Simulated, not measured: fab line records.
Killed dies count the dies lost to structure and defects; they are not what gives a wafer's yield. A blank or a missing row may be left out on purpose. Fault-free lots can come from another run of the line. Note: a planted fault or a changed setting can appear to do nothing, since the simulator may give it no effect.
fab line records	flow sky130
record: lots: 24	wafers: 72	last_day: 50
route steps=708 shown CONTACT@411 CAPM@537 METAL3@565 VIA4@660 PASSIVATION@693
lots with no fault: from the same line, run without faults
start_h: start of the lot's first displayed wafer, in hours after the record's first day	wait_h: time in hours since the lot's previous step	" unchanged from the row above	L1.1+2: a row that stands for several wafers	- no value present, or no start provided	* or withheld: withheld	< > ~ a bound
route shown NAME@n: NAME is a module with steps in the file, n the number in the route of the first one	usual: average and standard deviation across the fault-free wafers	same: alike in all rows	chamber/n: place in a boat	sites: per-site readings	_std_site: their standard deviation	_edge_site: mean of outer sites minus mean of inner sites	radius_mm: for every site, how far away it sits from the centre of the wafer	mask NAME#n: copy n	behind: tool/chamber where the wafer was last shaped	hold: why the lot was held/for how many hours/how that ended	device: names the non-switching transistor (n, p or np)	end of line: tests of these same wafers at the route's end	for a step that has no rows: nothing shown but its recipe	killed: dies lost to structure and defects at the first sort, not the wafer's yield	map: a wafer's dies, x killed, . not, _ none there
set.NAME: setting as actually run; set.NAME@STEP: the setting as run at that earlier step	model.NAME: the simulator's own value behind a step, which no gauge read
a sample of lots followed through the steps of the route, with each step as a table and each wafer as a row
services: a tool's chamber out of use, with start hour (start_h, from the record's first day; less than 0 if before it), hours out, and reason
== steps ==
step: SKY_CONTACT_BOW_MEAS_05
recipe: mode: bow
usual: CONTACT_BOW: 80/7.3
lot.wafer	tool	chamber	start_h	wait_h	CONTACT_BOW[um]
L074.3	film_metro-01	-	697.45	0.2	68
L074.4	"	-	"	"	80
L074.6	"	-	"	"	69
L075.2	film_metro-01	-	707.74	0.1	85
L075.4	"	-	"	"	81
L075.6	"	-	"	"	85
L076.1	film_metro-03	-	740.52	0.2	85
L076.2	"	-	"	"	89
L076.6	"	-	"	"	77
L078.2	film_metro-03	-	742.38	0.3	81
L078.4	"	-	"	"	89
L078.5	"	-	"	"	81
L077.1	film_metro-01	-	743.05	0.1	69
L077.2	"	-	"	"	60
L077.4	"	-	"	"	73
L079.1	film_metro-02	-	744.90	0.1	83
L079.3	"	-	"	"	76
L079.5	"	-	"	"	86
L080.2	film_metro-01	-	752.75	0.1	76
L080.3	"	-	"	"	80
L080.4	"	-	"	"	73
L081.1	film_metro-01	-	773.52	0.2	63
L081.3	"	-	"	"	79
L081.6	"	-	"	"	80
L082.1	film_metro-03	-	774.40	0.1	75
L082.4	"	-	"	"	83
L082.5	"	-	"	"	85
L083.1	film_metro-02	-	777.69	0.2	79
L083.5	"	-	"	"	85
L083.6	"	-	"	"	83
L084.2	film_metro-02	-	783.22	0.2	81
L084.3	"	-	"	"	86
L084.4	"	-	"	"	91
L085.1	film_metro-01	-	791.30	0.1	86
L085.3	"	-	"	"	81
L085.4	"	-	"	"	79
L086.2	film_metro-03	-	796.02	0.3	75
L086.3	"	-	"	"	66
L086.5	"	-	"	"	67
L087.2	film_metro-02	-	809.60	0.2	68
L087.4	"	-	"	"	85
L087.6	"	-	"	"	72
L088.2	film_metro-01	-	817.98	0.1	65
L088.4	"	-	"	"	83
L088.5	"	-	"	"	74
L089.2	film_metro-02	-	825.35	0.3	86
L089.3	"	-	"	"	82
L089.6	"	-	"	"	73
L090.2	film_metro-02	-	833.37	0.1	97
L090.3	"	-	"	"	86
L090.5	"	-	"	"	86
L091.2	film_metro-02	-	842.01	0.1	83
L091.3	"	-	"	"	86
L091.5	"	-	"	"	85
L092.3	film_metro-02	-	843.57	0.2	84
L092.5	"	-	"	"	83
L092.6	"	-	"	"	93
L093.1	film_metro-03	-	861.75	0.2	84
L093.3	"	-	"	"	82
L093.6	"	-	"	"	80
L094.3	film_metro-03	-	863.08	0.2	80
L094.4	"	-	"	"	90
L094.6	"	-	"	"	77
L095.2	film_metro-01	-	870.16	0.2	81
L095.3	"	-	"	"	79
L095.5	"	-	"	"	74
L097.2	film_metro-03	-	906.09	0.2	65
L097.4	"	-	"	"	82
L097.6	"	-	"	"	81
L096.3	film_metro-01	-	908.53	0.2	74
L096.5	"	-	"	"	76
L096.6	"	-	"	"	69
step: SKY_CONTACT_ETCH_17
recipe: target: SiO2	chemistry: C4F8/O2/Ar	stop_on: Si3N4	mask_material: KrF-thick	source_w: 1500	bias_w: 1200	pressure_mtorr: 40	c4f8_flow_sccm: withheld	O2_flow_sccm: 6	Ar_flow_sccm: 300	time_s: withheld	target_depth_a: 3400
usual: oes_product_au: 0.891/0.0048
lot.wafer	tool	chamber	start_h	wait_h	oes_product_au
L074.3	rie_diel-02	1	725.32	0.0	0.890
L074.4	"	0	"	"	0.896
L074.6	"	1	"	"	0.891
L075.2	rie_diel-02	2	735.34	0.0	0.889
L075.4	"	2	"	"	0.892
L075.6	"	1	"	"	0.884
L076.1	rie_diel-01	1	768.62	0.0	0.893
L076.2	"	2	"	"	0.888
L076.6	"	1	"	"	0.890
L078.2	rie_diel-02	3	769.77	0.0	0.896
L078.4	"	2	"	"	0.890
L078.5	"	2	"	"	0.898
L077.1	rie_diel-03	3	771.02	0.0	0.886
L077.2	"	2	"	"	0.898
L077.4	"	0	"	"	0.894
L079.1	rie_diel-01	2	772.27	0.0	0.898
L079.3	"	1	"	"	0.893
L079.5	"	0	"	"	0.896
L080.2	rie_diel-01	2	779.67	0.0	0.888
L080.3	"	1	"	"	0.887
L080.4	"	3	"	"	0.885
L081.1	rie_diel-03	0	799.47	0.0	0.895
L081.3	"	3	"	"	0.897
L081.6	"	2	"	"	0.890
L082.1	rie_diel-03	1	801.02	0.0	0.891
L082.4	"	3	"	"	0.898
L082.5	"	3	"	"	0.891
L083.1	rie_diel-01	2	804.54	0.0	0.890
L083.5	"	3	"	"	0.892
L083.6	"	0	"	"	0.889
L084.2	rie_diel-02	2	808.73	0.0	0.889
L084.3	"	0	"	"	0.886
L084.4	"	3	"	"	0.895
L085.1	rie_diel-03	3	819.55	0.0	0.891
L085.3	"	2	"	"	0.892
L085.4	"	0	"	"	0.892
L086.2	rie_diel-02	0	821.82	0.0	0.881
L086.3	"	2	"	"	0.892
L086.5	"	2	"	"	0.889
L087.2	rie_diel-03	1	836.22	0.0	0.895
L087.4	"	3	"	"	0.884
L087.6	"	3	"	"	0.884
L088.2	rie_diel-03	0	844.47	0.0	0.881
L088.4	"	2	"	"	0.883
L088.5	"	2	"	"	0.886
L089.2	rie_diel-01	0	851.92	0.0	0.892
L089.3	"	1	"	"	0.895
L089.6	"	3	"	"	0.896
L090.2	rie_diel-01	0	859.64	0.0	0.890
L090.3	"	1	"	"	0.890
L090.5	"	3	"	"	0.881
L091.2	rie_diel-02	1	868.07	0.0	0.893
L091.3	"	3	"	"	0.889
L091.5	"	2	"	"	0.893
L092.3	rie_diel-02	2	869.67	0.0	0.888
L092.5	"	2	"	"	0.894
L092.6	"	3	"	"	0.884
L093.1	rie_diel-02	1	887.89	0.0	0.883
L093.3	"	3	"	"	0.890
L093.6	"	3	"	"	0.897
L094.3	rie_diel-03	1	889.49	0.0	0.890
L094.4	"	3	"	"	0.890
L094.6	"	0	"	"	0.885
L095.2	rie_diel-03	1	896.09	0.0	0.887
L095.3	"	2	"	"	0.894
L095.5	"	3	"	"	0.899
L097.2	rie_diel-03	3	931.44	0.0	0.887
L097.4	"	1	"	"	0.892
L097.6	"	0	"	"	0.889
L096.3	rie_diel-03	2	933.34	0.0	0.896
L096.5	"	1	"	"	0.898
L096.6	"	2	"	"	0.887
step: SKY_CAPM_CVD_00
recipe: material: SiO2	target_thk_nm: 15.5	temp_c: 400	time_s: withheld	rf_w: 450
usual: heater_power_w: 709/83
lot.wafer	tool	chamber	start_h	wait_h	heater_power_w
L074.3	pecvd-03	0	839.46	0.0	649
L074.4	"	2	"	"	651
L074.6	"	2	"	"	663
L075.2	pecvd-04	0	849.20	0.0	606
L075.4	"	1	"	"	623
L075.6	"	0	"	"	618
L076.1	pecvd-04	2	880.57	0.0	600
L076.2	"	1	"	"	625
L076.6	"	0	"	"	695
L078.2	pecvd-03	1	882.26	0.0	840
L078.4	"	0	"	"	689
L078.5	"	1	"	"	818
L077.1	pecvd-01	0	884.02	0.0	866
L077.2	"	1	"	"	823
L077.4	"	0	"	"	851
L079.1	pecvd-04	1	885.17	0.0	733
L079.3	"	2	"	"	605
L079.5	"	1	"	"	713
L080.2	pecvd-03	2	892.96	0.0	651
L080.3	"	1	"	"	848
L080.4	"	1	"	"	810
L081.1	pecvd-01	2	912.19	0.0	801
L081.3	"	1	"	"	726
L081.6	"	0	"	"	835
L082.1	pecvd-03	1	912.37	0.0	833
L082.4	"	2	"	"	673
L082.5	"	1	"	"	852
L083.1	pecvd-01	0	915.76	0.0	870
L083.5	"	1	"	"	846
L083.6	"	2	"	"	689
L084.2	pecvd-04	1	921.74	0.0	646
L084.3	"	2	"	"	683
L084.4	"	1	"	"	662
L085.1	pecvd-03	1	931.80	0.0	778
L085.3	"	2	"	"	704
L085.4	"	0	"	"	642
L086.2	pecvd-04	2	933.68	0.0	685
L086.3	"	1	"	"	663
L086.5	"	2	"	"	696
L087.2	pecvd-03	2	946.42	0.0	636
L087.4	"	1	"	"	769
L087.6	"	2	"	"	615
L088.2	pecvd-04	0	954.14	0.0	607
L088.4	"	0	"	"	600
L088.5	"	2	"	"	632
L089.2	pecvd-01	2	960.68	0.0	718
L089.3	"	0	"	"	713
L089.6	"	1	"	"	849
L090.2	pecvd-01	0	967.60	0.0	857
L090.3	"	2	"	"	791
L090.5	"	1	"	"	813
L091.2	pecvd-04	2	975.70	0.0	674
L091.3	"	0	"	"	657
L091.5	"	2	"	"	689
L092.3	pecvd-03	0	976.36	0.0	675
L092.5	"	1	"	"	798
L092.6	"	2	"	"	665
L093.1	pecvd-03	2	994.31	0.0	725
L093.3	"	1	"	"	815
L093.6	"	0	"	"	607
L094.3	pecvd-01	2	995.82	0.0	719
L094.4	"	1	"	"	723
L094.6	"	2	"	"	719
L095.2	pecvd-01	1	1000.75	0.0	718
L095.3	"	1	"	"	742
L095.5	"	1	"	"	752
L097.2	pecvd-04	2	1032.95	0.0	575
L097.4	"	0	"	"	615
L097.6	"	2	"	"	577
L096.3	pecvd-01	2	1036.43	0.0	782
L096.5	"	0	"	"	836
L096.6	"	2	"	"	789
step: SKY_METAL3_DESCUM_15
recipe: chemistry: O2	source_power_w: 150	bias_power_w: 0	pressure_mtorr: 10	temp_c: 40	time_s: 8
usual: drypump_motor_current_A: 5.6/0.45	oes_product_au: 0.998/0.0085
lot.wafer	tool	chamber	start_h	wait_h	drypump_motor_current_A	oes_product_au	rf_hours_counter_h
L074.3	rie_metal-02	1	892.82	0.0	5.8	1.016	-
L074.4	"	0	"	"	6.4	1.007	-
L074.6	"	1	"	"	5.8	1.014	-
L075.2	rie_metal-02	1	902.56	0.0	5.8	1.014	20
L075.4	"	1	"	"	5.8	1.010	-
L075.6	"	0	"	"	6.4	0.999	-
L076.1	rie_metal-03	1	931.21	0.0	5.0	0.991	9
L076.2	"	0	"	"	5.5	1.006	2
L076.6	"	0	"	"	5.5	1.008	-
L078.2	rie_metal-03	0	933.42	0.0	5.5	1.005	2
L078.4	"	1	"	"	5.0	0.995	-
L078.5	"	0	"	"	5.5	1.005	-
L077.1	rie_metal-04	1	934.56	0.0	5.4	0.982	11
L077.2	"	1	"	"	5.4	0.981	-
L077.4	"	1	"	"	5.4	0.984	-
L079.1	rie_metal-02	1	936.41	0.0	5.8	1.006	0
L079.3	"	1	"	"	5.8	1.005	-
L079.5	"	1	"	"	5.8	1.001	-
L080.2	rie_metal-03	0	943.06	0.0	5.6	1.009	3
L080.3	"	1	"	"	5.0	0.996	-
L080.4	"	0	"	"	5.5	1.016	-
L081.1	rie_metal-04	1	962.45	0.0	5.4	0.999	13
L081.3	"	0	"	"	6.0	0.992	-
L081.6	"	1	"	"	5.4	0.994	-
L082.1	rie_metal-02	0	962.80	0.0	6.4	1.006	7
L082.4	"	1	"	"	5.8	1.000	-
L082.5	"	0	"	"	6.4	0.992	-
L083.1	rie_metal-04	1	965.69	0.0	5.4	0.989	13
L083.5	"	0	"	"	6.1	0.985	-
L083.6	"	1	"	"	5.4	0.988	-
L084.2	rie_metal-03	0	970.66	0.0	5.5	1.008	4
L084.3	"	1	"	"	5.0	0.985	-
L084.4	"	0	"	"	5.5	0.996	-
L085.1	rie_metal-03	1	980.45	0.0	5.0	0.996	11
L085.3	"	1	"	"	5.0	1.004	-
L085.4	"	0	"	"	5.5	1.016	-
L086.2	rie_metal-02	1	982.26	0.0	5.8	1.005	2
L086.3	"	0	"	"	6.4	0.995	-
L086.5	"	0	"	"	6.4	1.003	-
L087.2	rie_metal-04	1	995.15	0.0	5.4	0.994	15
L087.4	"	1	"	"	5.4	0.994	-
L087.6	"	0	"	"	6.0	0.992	-
L088.2	rie_metal-03	1	1001.55	0.0	5.0	0.988	11
L088.4	"	1	"	"	5.0	0.995	-
L088.5	"	0	"	"	5.5	0.999	-
L089.2	rie_metal-02	1	1008.54	0.0	5.8	1.003	4
L089.3	"	1	"	"	5.8	0.997	-
L089.6	"	0	"	"	6.4	0.992	-
L090.2	rie_metal-02	1	1015.51	0.0	5.8	0.999	5
L090.3	"	1	"	"	5.8	1.001	-
L090.5	"	1	"	"	5.8	0.998	-
L091.2	rie_metal-03	0	1021.75	0.0	5.6	1.014	6
L091.3	"	0	"	"	5.5	1.001	-
L091.5	"	0	"	"	5.6	1.002	-
L092.3	rie_metal-04	0	1022.67	0.0	6.0	1.000	-
L092.5	"	1	"	"	5.4	0.994	-
L092.6	"	0	"	"	6.1	0.987	-
L093.1	rie_metal-02	1	1041.61	0.0	5.8	1.016	6
L093.3	"	1	"	"	5.8	1.002	-
L093.6	"	1	"	"	5.8	1.008	-
L094.3	rie_metal-04	0	1042.60	0.0	6.1	0.993	-
L094.4	"	1	"	"	5.4	0.987	-
L094.6	"	0	"	"	6.1	0.998	-
L095.2	rie_metal-03	0	1047.04	0.0	5.6	1.011	7
L095.3	"	0	"	"	5.5	0.999	-
L095.5	"	0	"	"	5.6	1.008	-
L097.2	rie_metal-03	1	1076.30	0.0	5.0	0.996	15
L097.4	"	1	"	"	5.0	0.993	-
L097.6	"	1	"	"	5.0	1.001	-
L096.3	rie_metal-04	0	1080.21	0.0	6.0	0.996	-
L096.5	"	1	"	"	5.4	0.989	-
L096.6	"	0	"	"	6.0	0.989	-
step: SKY_VIA4_CMP_21
recipe: stop_on: SiO2	t_overpolish_s: 25	down_force_psi: 3.5	platen_rpm: 60	target_thk_nm: 0	pad_velocity_m_s: 0.94248
usual: motor_current_A: 11.3/1	overpolish_run_s: 25.000/0.0091	slurry_flow_ml_min: 150.0/0.53	time_to_endpoint_s: 122/4.3
lot.wafer	tool	chamber	start_h	wait_h	motor_current_A	overpolish_run_s	slurry_flow_ml_min	time_to_endpoint_s
L074.4	cmp-02	1	997.21	0.5	9.7	25.019	150.2	120
L074.3	"	3	"	"	12.7	25.002	150.3	120
L074.6	"	0	"	"	11.1	24.991	149.1	120
L075.2	cmp-01	1	1004.38	0.0	12.5	24.988	150.6	127
L075.4	"	3	"	"	10.1	24.993	150.1	121
L075.6	"	2	"	"	12.4	24.989	150.5	123
L076.2	cmp-02	1	1031.04	0.0	10.0	25.029	150.3	125
L076.1	"	2	"	"	12.4	24.999	150.5	124
L076.6	"	2	"	"	12.5	25.012	150.2	124
L078.4	cmp-02	3	1033.70	0.0	12.3	25.008	149.4	124
L078.2	"	2	"	"	11.9	25.009	150.1	127
L078.5	"	3	"	"	11.8	24.994	150.3	124
L077.2	cmp-01	1	1035.22	0.3	13.4	25.012	149.7	131
L077.1	"	3	"	"	10.7	24.992	151.2	125
L077.4	"	0	"	"	10.9	25.019	149.5	124
L079.1	cmp-01	1	1036.78	0.1	13.5	24.988	150.3	117
L079.3	"	2	"	"	12.2	25.004	149.5	117
L079.5	"	0	"	"	10.4	24.996	149.6	119
L080.3	cmp-01	0	1044.48	0.1	10.4	25.004	149.6	125
L080.4	"	1	"	"	12.6	25.011	150.6	125
L080.2	"	2	"	"	11.9	24.991	150.4	122
L081.1	cmp-02	2	1060.40	0.1	11.5	24.995	150.0	123
L081.3	"	3	"	"	11.7	25.015	149.3	122
L081.6	"	1	"	"	9.4	24.995	150.1	126
L082.1	cmp-01	2	1062.74	0.1	12.2	25.002	149.7	122
L082.4	"	3	"	"	10.6	24.994	149.1	118
L082.5	"	1	"	"	12.5	25.002	149.8	122
L083.1	cmp-02	0	1065.24	0.1	11.2	24.997	150.3	123
L083.6	"	0	"	"	11.6	24.997	150.2	126
L083.5	"	1	"	"	9.7	25.005	150.6	133
L084.2	cmp-01	3	1068.23	0.0	9.7	25.002	150.3	124
L084.3	"	0	"	"	10.3	24.992	150.5	120
L084.4	"	1	"	"	12.0	24.987	149.8	123
L085.1	cmp-02	2	1075.56	0.1	11.6	25.009	150.6	127
L085.4	"	3	"	"	11.9	25.000	150.5	127
L085.3	"	0	"	"	11.8	25.003	150.3	119
L086.2	cmp-01	0	1076.15	0.1	10.9	24.990	149.2	128
L086.3	"	2	"	"	12.0	25.005	150.7	125
L086.5	"	0	"	"	10.3	25.008	149.5	127
L087.4	cmp-01	2	1092.06	1.5	12.5	24.999	150.4	122
L087.2	"	0	"	"	10.8	24.998	150.4	123
L087.6	"	3	"	"	10.4	25.015	151.0	125
L088.2	cmp-01	3	1096.26	1.2	10.3	24.998	149.8	125
L088.4	"	0	"	"	10.1	25.000	150.4	127
L088.5	"	0	"	"	10.6	24.989	149.4	129
L089.3	cmp-01	0	1099.89	0.0	10.9	24.992	150.0	118
L089.2	"	1	"	"	12.6	25.007	149.4	118
L089.6	"	0	"	"	10.9	24.993	150.1	117
L090.2	cmp-02	2	1109.59	0.4	12.2	24.995	150.9	119
L090.3	"	3	"	"	12.1	24.990	150.0	119
L090.5	"	3	"	"	12.7	24.998	149.5	119
L091.3	cmp-02	2	1117.92	2.6	12.4	24.994	150.0	120
L091.2	"	0	"	"	11.0	25.012	149.7	115
L091.5	"	2	"	"	12.4	25.010	149.9	120
L092.3	cmp-02	3	1119.17	2.6	11.8	24.987	150.3	110
L092.6	"	2	"	"	11.9	24.997	150.1	116
L092.5	"	3	"	"	11.7	24.996	150.2	112
L093.1	cmp-02	3	1127.82	0.3	12.2	25.002	149.7	118
L093.3	"	2	"	"	12.2	24.998	149.8	115
L093.6	"	0	"	"	10.6	24.990	150.6	118
L094.3	cmp-01	2	1130.11	0.0	12.1	25.006	151.1	123
L094.4	"	3	"	"	10.2	25.000	150.2	122
L094.6	"	3	"	"	10.6	25.004	150.2	123
L095.3	cmp-01	0	1133.79	0.0	10.6	24.994	148.7	123
L095.2	"	1	"	"	12.5	24.986	149.8	124
L095.5	"	1	"	"	13.0	25.013	150.2	124
L097.2	cmp-02	1	1158.10	0.1	9.7	25.004	149.5	118
L097.4	"	2	"	"	12.2	25.022	150.8	118
L097.6	"	3	"	"	11.9	25.020	149.5	118
L096.3	cmp-01	1	1161.24	0.1	12.5	25.002	149.6	122
L096.6	"	0	"	"	10.5	25.001	150.1	119
L096.5	"	1	"	"	12.7	25.004	149.5	122
step: SKY_PASSIVATION_STRIP_12
recipe: chemistry: O2/N2	power_w: 1400	pressure_mtorr: 1500	platen_temp_c: withheld	overash_fraction: 0.7	o2_flow_sccm: 3000	n2_flow_sccm: 300
usual: drypump_motor_current_A: 5.8/0.44	oes_product_au: 0.661/0.0051	strip_time_to_endpoint_s: 31.56/0.13
lot.wafer	tool	chamber	start_h	wait_h	drypump_motor_current_A	oes_product_au	rf_hours_counter_h	strip_time_to_endpoint_s
L074.3	plasma_asher-03	0	1043.73	0.1	5.6	0.662	-	31.74
L074.4	"	1	"	"	6.3	0.658	-	31.83
L074.6	"	0	"	"	5.6	0.657	-	31.61
L075.2	plasma_asher-02	0	1050.80	0.1	5.8	0.660	95	31.42
L075.4	"	1	"	"	6.1	0.671	-	31.54
L075.6	"	1	"	"	6.1	0.665	-	31.47
L076.1	plasma_asher-03	1	1074.18	0.1	6.3	0.657	35	31.64
L076.2	"	0	"	"	5.5	0.666	35	31.78
L076.6	"	0	"	"	5.6	0.661	-	31.74
L078.2	plasma_asher-04	1	1077.75	0.1	4.9	0.650	64	31.67
L078.4	"	0	"	"	5.8	0.650	-	31.62
L078.5	"	1	"	"	4.9	0.660	-	31.68
L077.1	plasma_asher-04	0	1079.08	0.1	5.8	0.666	64	31.52
L077.2	"	1	"	"	4.9	0.654	64	31.56
L077.4	"	1	"	"	4.9	0.661	-	31.39
L079.1	plasma_asher-03	1	1080.93	0.1	6.3	0.655	35	31.71
L079.3	"	1	"	"	6.3	0.663	-	31.86
L079.5	"	1	"	"	6.3	0.661	-	31.71
L080.2	plasma_asher-02	1	1088.04	0.1	6.0	0.663	98	31.50
L080.3	"	1	"	"	6.1	0.656	-	31.33
L080.4	"	0	"	"	5.8	0.660	-	31.58
L081.1	plasma_asher-04	0	1101.88	0.1	5.8	0.654	66	31.51
L081.3	"	0	"	"	5.8	0.670	-	31.53
L081.6	"	0	"	"	5.8	0.667	-	31.51
L082.1	plasma_asher-03	1	1104.70	0.1	6.3	0.663	38	31.53
L082.4	"	1	"	"	6.3	0.653	-	31.66
L082.5	"	0	"	"	5.6	0.655	-	31.58
L083.1	plasma_asher-03	0	1108.90	0.1	5.5	0.657	38	31.32
L083.5	"	0	"	"	5.6	0.653	-	31.32
L083.6	"	1	"	"	6.3	0.659	-	31.27
L084.2	plasma_asher-02	1	1111.45	0.1	6.1	0.667	101	31.56
L084.3	"	1	"	"	6.1	0.668	-	31.61
L084.4	"	0	"	"	5.8	0.672	-	31.40
L085.1	plasma_asher-04	1	1117.58	0.1	4.9	0.665	68	31.41
L085.3	"	1	"	"	4.9	0.663	-	31.32
L085.4	"	0	"	"	5.8	0.652	-	31.63
L086.2	plasma_asher-02	0	1118.50	0.1	5.8	0.671	102	31.58
L086.3	"	0	"	"	5.8	0.662	-	31.58
L086.5	"	0	"	"	5.7	0.662	-	31.52
L087.2	plasma_asher-03	0	1130.33	0.1	5.6	0.650	40	31.45
L087.4	"	1	"	"	6.3	0.662	-	31.56
L087.6	"	0	"	"	5.6	0.665	-	31.41
L088.2	plasma_asher-02	0	1135.90	0.1	5.8	0.657	103	31.47
L088.4	"	1	"	"	6.1	0.665	-	31.52
L088.5	"	1	"	"	6.1	0.656	-	31.57
L089.2	plasma_asher-04	1	1138.65	0.1	4.9	0.663	70	31.58
L089.3	"	1	"	"	4.9	0.668	-	31.57
L089.6	"	0	"	"	5.8	0.663	-	31.64
L090.2	plasma_asher-03	0	1146.55	0.1	5.5	0.660	41	31.47
L090.3	"	1	"	"	6.3	0.663	-	31.41
L090.5	"	1	"	"	6.4	0.653	-	31.54
L091.2	plasma_asher-04	0	1155.25	0.1	5.8	0.655	72	31.67
L091.3	"	1	"	"	4.9	0.657	-	31.40
L091.5	"	0	"	"	5.8	0.658	-	31.43
L092.3	plasma_asher-04	0	1156.78	0.1	5.9	0.662	-	31.51
L092.5	"	1	"	"	4.9	0.662	-	31.25
L092.6	"	0	"	"	5.9	0.671	-	31.71
L093.1	plasma_asher-03	0	1165.93	0.1	5.6	0.661	43	31.64
L093.3	"	0	"	"	5.6	0.661	-	31.70
L093.6	"	1	"	"	6.3	0.665	-	31.67
L094.3	plasma_asher-02	1	1168.09	0.1	6.1	0.667	-	31.54
L094.4	"	0	"	"	5.8	0.664	-	31.57
L094.6	"	1	"	"	6.1	0.660	-	31.48
L095.2	plasma_asher-02	1	1170.70	0.1	6.1	0.669	106	31.45
L095.3	"	1	"	"	6.1	0.660	-	31.58
L095.5	"	1	"	"	6.1	0.664	-	31.58
L097.2	plasma_asher-03	1	1192.10	0.1	6.3	0.653	45	31.68
L097.4	"	0	"	"	5.6	0.669	-	31.62
L097.6	"	0	"	"	5.5	0.655	-	31.57
L096.3	plasma_asher-02	0	1193.48	0.1	5.8	0.652	-	31.66
L096.5	"	0	"	"	5.8	0.665	-	31.60
L096.6	"	1	"	"	6.1	0.655	-	31.64
== services ==
tool	chamber	start_h	hours	kind
cmp-02	-	717.35	4.5	pm
cmp-02	-	735.13	5.7	pm
cmp-01	-	737.94	1.7	repair
cmp-02	-	745.24	4.0	pm
cmp-02	-	757.26	14.4	pm
cmp-02	-	794.43	1.6	repair
cmp-01	-	796.01	6.2	pm
cmp-01	-	809.56	2.5	repair
cmp-01	-	812.01	4.8	pm
cmp-01	-	836.27	0.3	repair
cmp-01	-	848.59	3.6	repair
cmp-01	-	896.91	1.7	repair
cmp-02	-	901.17	2.3	repair
cmp-01	-	913.27	2.5	repair
cmp-01	-	919.28	4.0	pm
cmp-02	-	931.80	2.9	repair
cmp-01	-	947.85	1.0	repair
cmp-01	-	984.17	0.3	repair
cmp-01	-	985.14	17.0	pm
cmp-02	-	987.11	2.2	repair
cmp-02	-	1008.99	1.9	repair
cmp-01	-	1018.55	3.5	repair
cmp-02	-	1025.09	1.5	repair
cmp-01	-	1164.99	6.2	pm
== key ==
fault none
